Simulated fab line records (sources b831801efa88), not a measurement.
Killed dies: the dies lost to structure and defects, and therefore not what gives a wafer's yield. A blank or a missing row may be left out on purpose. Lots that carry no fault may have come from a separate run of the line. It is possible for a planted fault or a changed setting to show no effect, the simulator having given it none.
Code-filled problem report in 8D (eight disciplines) form | flow sky130 | the parts of the form that need people (team, actions taken, sign-off) are left out

## 1. THE ISSUE
At SKY_FIELD_ISO_CVD_24, pressure mtorr averages 4.804 mTorr over 3 wafers from 2 lots, while fault-free wafers read 6.000 mTorr, standard deviation 0.011. That is -99 or more standard deviations from the usual mean.
The step: deposits SiO2, target thk 595 nm, time 99.2 s.
First seen on wafer L535.1, day 4 06:52, on hdpcvd-01. At this step, 36 wafers from 12 lots have a number in the record. Rule for "out" (also "out of limits"): further than 4 standard deviations from the usual mean. The other wafers with a number count as sound.

## 2. WHAT THIS IS AND IS NOT
question                    | is                     | is not
which readings at this step | pressure mtorr         | susceptor temp C
which lots                  | L535, L539             | L526, L527, L528, L529, L530, L533, L538, L546, L548, L549
which wafers of those lots  | L535.1, L535.4, L539.2 | L535.6, L539.3, L539.5
read on which tools         | hdpcvd-01              | hdpcvd-02
when                        | from day 4 06:52       | up to then (19 sound wafers); but 14 sound wafers of L538, L539, L546, L548, L549 came after

## 3. SUSPECTS, AND WHAT RULES EACH OUT
Counting: any tool at a process step up to the reading remains a suspect provided it ran every lot that is out. Sound lots after the first of them don't rule it out here, since some wafers of a struck lot are sound.
- hdpcvd-01 at SKY_FIELD_ISO_CVD_24 (deposits SiO2, target thk 595 nm, time 99.2 s): kept. Ran every lot that is out, first one L535 (day 4 06:52); last sound lot up to then L533 (day 3 22:25). Its own readings are out on those wafers: pressure mtorr.
- Within hdpcvd-01 at SKY_FIELD_ISO_CVD_24: the wafers that are out ran in chamber 1; their sound lot-mates ran in chambers 0, 2.
The count leaves hdpcvd-01 at SKY_FIELD_ISO_CVD_24.

## 4. THE CAUSE (what the simulator had put in)
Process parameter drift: hdpcvd-01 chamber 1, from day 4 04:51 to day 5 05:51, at SKY_FIELD_ISO_CVD_24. Setting pressure mtorr, moved by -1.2, from 6. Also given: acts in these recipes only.
After counting, this tool was the only one left.

## 5. SEQUENCE OF EFFECTS, ordered by route
One row per reading whose mean, taken over the struck wafers that have a number, lies over 3 standard deviations from the usual. Readings are gone through only where the record gives a usual standard deviation; hours: the median, over the lots, of the time from a lot's start at the first step in this table giving one to that lot's start at this step; sigmas: the change measured in usual standard deviations.
hours | step                 | reading        | usual       | on struck wafers | change | sigmas
0     | SKY_FIELD_ISO_CVD_24 | pressure mtorr | 6.000 mTorr | 4.804            | -1.196 | -99 or more
It contains these process steps:
- SKY_FIELD_ISO_CVD_24: deposits SiO2, target thk 595 nm, time 99.2 s.

## 6. HOW IT WOULD HAVE BEEN CAUGHT EARLIER
2 hours passed between the start of the fault at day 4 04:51 and the first reading out of limits in this record, taken at day 4 06:52.
